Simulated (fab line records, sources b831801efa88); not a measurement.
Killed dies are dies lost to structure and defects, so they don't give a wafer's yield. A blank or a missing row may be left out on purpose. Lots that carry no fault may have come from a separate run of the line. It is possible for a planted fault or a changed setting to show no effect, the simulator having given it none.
Comparing a struck lot with a sound one    flow sfq line    42 out of 325 route steps
Sound: wafers L661.1, L661.2, L661.5. Struck: wafer L669.3; the same lot's L669.5 was not struck, so it is left out; see the end for the cause.
At each step with rows: each side's tool, then ch and its chambers, then its first start. Under that, the readings that differ: sound wafers    struck wafers    difference of the means    sigmas: that difference in standard deviations of wafers without a fault.
alike: same words and numbers on both sides, and readings whose means sit less than 2 such deviations apart. not compared: any withheld reading, any reading some wafer has no value for, any bound like >300 that may hide the same value, and any number with overlapping values for which the record gives no deviation.
The two part at a step that has a row with sigmas, a row that says differs or no value, or rows on one side only. Numbers that don't overlap but have no deviation are shown without sigmas and don't part them. A reading that every wafer of one side lacks parts them only if that side has two wafers or more.

first, 6 steps without rows for these wafers: SFQ_TRILAYER_L0_VIA_LITHO_COAT_018 (resist thk 62 nm); SFQ_TRILAYER_L0_VIA_LITHO_COAT_013 (resist thk 650 nm); SFQ_TRILAYER_L0_VIA_LITHO_SOFTBAKE_017; SFQ_TRILAYER_L0_VIA_LITHO_EXPOSE_014 (exposes mask L0V, target cd 700 nm); SFQ_TRILAYER_L0_VIA_LITHO_PEB_016 (peb time 60 s); SFQ_TRILAYER_L0_VIA_LITHO_DEVELOP_015 (time 60 s).
SFQ_L0V_OVL_MEAS_903:
  struck on overlay-01, day 7 04:13; sound on overlay-01, day 5 08:15
  alike: L0V_OVL
SFQ_TRILAYER_L0_VIA_BARC_OPEN_VIA_ETCH_021: etches BARC in O2, target depth 125 nm, time 41.7 s.
  sound on rie diel-03 ch 0,1,3, day 5 08:17; struck on rie diel-03 ch 1, day 7 04:14
  alike: drypump motor current A, oes product au
  not compared: rf hours counter h
then, 4 steps without rows for these wafers: SFQ_TRILAYER_L0_VIA_ETCH_VIA_ETCH_016 (etches SiO2 in CHF3, stops on MoNx KI, target depth 80 nm); SFQ_TRILAYER_L0_VIA_STRIP_STRIP_017 (strips in O2); SFQ_TRILAYER_L0_VIA_STRIP_SOLV_CLEAN_018 (cleans in NMP, time 600 s); SFQ_TRILAYER_M0_DEP_PRE_CLEAN_020 (time 15 s).
SFQ_TRILAYER_M0_DEP_SPUTTER_019: material Nb, target thk 200 nm, time 133.3 s.
  struck on pvd sputter-05, day 7 05:08; sound on pvd sputter-06, day 5 09:11
reading                                              sound              struck  difference  sigmas
throttle valve pct (%)                               30.1 29.2 29.1     27.3    -2.2        -2
model.Nb_of_TRILAYER_M0_DEP_SPUTTER_019.thk nm (nm)  201.8 199.4 199.9  252.5   +52.1       
  alike: base pressure pa
SFQ_M0_RS_MEAS_904: uses a four-point probe to measure.
  struck on film metro-04, day 7 05:16; sound on film metro-02, day 5 09:16
reading            sound              struck  difference  sigmas
M0_NB_RS (ohm/sq)  0.881 0.893 0.891  0.702   -0.186      -20
then, 6 steps without rows for these wafers: SFQ_TRILAYER_M0_LITHO_COAT_026 (resist thk 62 nm); SFQ_TRILAYER_M0_LITHO_COAT_021 (resist thk 600 nm); SFQ_TRILAYER_M0_LITHO_SOFTBAKE_025; SFQ_TRILAYER_M0_LITHO_EXPOSE_022 (exposes mask M0, target cd 500 nm); SFQ_TRILAYER_M0_LITHO_PEB_024 (peb time 60 s); SFQ_TRILAYER_M0_LITHO_DEVELOP_023 (time 60 s).
-- the record jumps here: 3 days lie between the struck wafers' starts before and after --
SFQ_M0_OVL_MEAS_906:
  struck on overlay-01, day 10 03:29; sound on overlay-01, day 7 23:44
  alike: M0_OVL
SFQ_TRILAYER_M0_BARC_OPEN_METAL_ETCH_031: etches BARC in O2, target depth 125 nm, time 41.7 s.
  sound on rie metal-01 ch 0,1, day 7 23:47; struck on rie metal-04 ch 1, day 10 03:31
  alike: drypump motor current A, oes product au
  not compared: rf hours counter h
SFQ_TRILAYER_M0_ETCH_METAL_ETCH_024: etches Nb in Cl2/Ar, stops on SiO2, target depth 240 nm, time 120 s.
  sound on rie metal-01 ch 0,1, day 7 23:50; struck on rie metal-04 ch 1, day 10 03:36
reading                sound              struck  difference  sigmas
oes product au (a.u.)  0.901 0.888 0.897  1.021   +0.126      +18
  alike: drypump motor current A
  not compared: rf hours counter h
SFQ_TRILAYER_M0_STRIP_STRIP_025: strips in O2.
  sound on rie metal-01 ch 0,1, day 7 23:58; struck on rie metal-04 ch 1, day 10 03:53
reading                sound              struck  difference  sigmas
oes product au (a.u.)  0.996 0.998 0.992  1.022   +0.027      +2
  alike: drypump motor current A
  not compared: rf hours counter h
then, 1 step without rows for these wafers: SFQ_TRILAYER_M0_STRIP_SOLV_CLEAN_026 (cleans in NMP, time 600 s).
SFQ_TRILAYER_I0_DEP_PECVD_027: deposits SiO2 from SiH4/N2O, time 111.11 s, target thk 500 nm.
  sound on pecvd-02 ch 0,1, day 8 00:55; struck on pecvd-01 ch 0, day 10 04:28
reading                 sound           struck  difference  sigmas
throttle valve pct (%)  26.7 26.0 25.7  21.9    -4.2        -2
  alike: heater power w
SFQ_TRILAYER_I0_CMP_CMP_028: polishes SiO2.
  sound on cmp-02 ch 1,3, day 8 10:39; struck on cmp-02 ch 2, day 10 08:09
  alike: motor current A, time to endpoint s
SFQ_I0_BOW_MEAS_907:
  struck on film metro-04, day 10 10:11; sound on film metro-03, day 8 13:09
  alike: I0_BOW
then, 7 steps without rows for these wafers: SFQ_TRILAYER_I0_METRO_MEASURE_029; SFQ_TRILAYER_I0_VIA_LITHO_COAT_036 (resist thk 62 nm); SFQ_TRILAYER_I0_VIA_LITHO_COAT_031 (resist thk 650 nm); SFQ_TRILAYER_I0_VIA_LITHO_SOFTBAKE_035; SFQ_TRILAYER_I0_VIA_LITHO_EXPOSE_032 (exposes mask I0, target cd 500 nm); SFQ_TRILAYER_I0_VIA_LITHO_PEB_034 (peb time 60 s); SFQ_TRILAYER_I0_VIA_LITHO_DEVELOP_033 (time 60 s).
SFQ_I0_OVL_MEAS_908:
  struck on overlay-02, day 12 01:49; sound on overlay-02, day 10 03:17
  alike: I0_OVL
then, 5 steps without rows for these wafers: SFQ_TRILAYER_I0_VIA_BARC_OPEN_VIA_ETCH_046 (etches BARC in O2, target depth 125 nm, time 41.7 s); SFQ_TRILAYER_I0_VIA_ETCH_VIA_ETCH_034 (etches SiO2 in CHF3, stops on Nb, target depth 260 nm); SFQ_TRILAYER_I0_VIA_STRIP_STRIP_035 (strips in O2); SFQ_TRILAYER_I0_VIA_STRIP_SOLV_CLEAN_036 (cleans in NMP, time 600 s); SFQ_TRILAYER_M1_DEP_PRE_CLEAN_038 (time 22.5 s).
-- the record jumps here: 76 days lie between the struck wafers' starts before and after --
SFQ_M8_BOW_MEAS_951:
  struck on film metro-03, day 87 14:22; sound on film metro-01, day 86 08:02
reading                        sound               struck  difference  sigmas
model.etest.m0.comb log10 ohm  12 12 12            0       -12         
model.etest.m0.ohm sq          0.8813 0.8921 0.89  0.7045  -0.1833     
  alike: M8_BOW

WHERE THEY PART
Earliest at SFQ_TRILAYER_M0_DEP_SPUTTER_019; latest, in this record, at SFQ_TRILAYER_I0_DEP_PECVD_027. Later steps at which nothing parts them and some readings are alike: SFQ_TRILAYER_I0_CMP_CMP_028, SFQ_I0_BOW_MEAS_907, SFQ_I0_OVL_MEAS_908, SFQ_M8_BOW_MEAS_951.

WHY: whatever the simulator had introduced
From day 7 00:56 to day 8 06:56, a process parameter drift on pvd sputter-05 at SFQ_TRILAYER_M0_DEP_SPUTTER_019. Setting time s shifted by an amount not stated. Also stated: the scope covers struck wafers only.
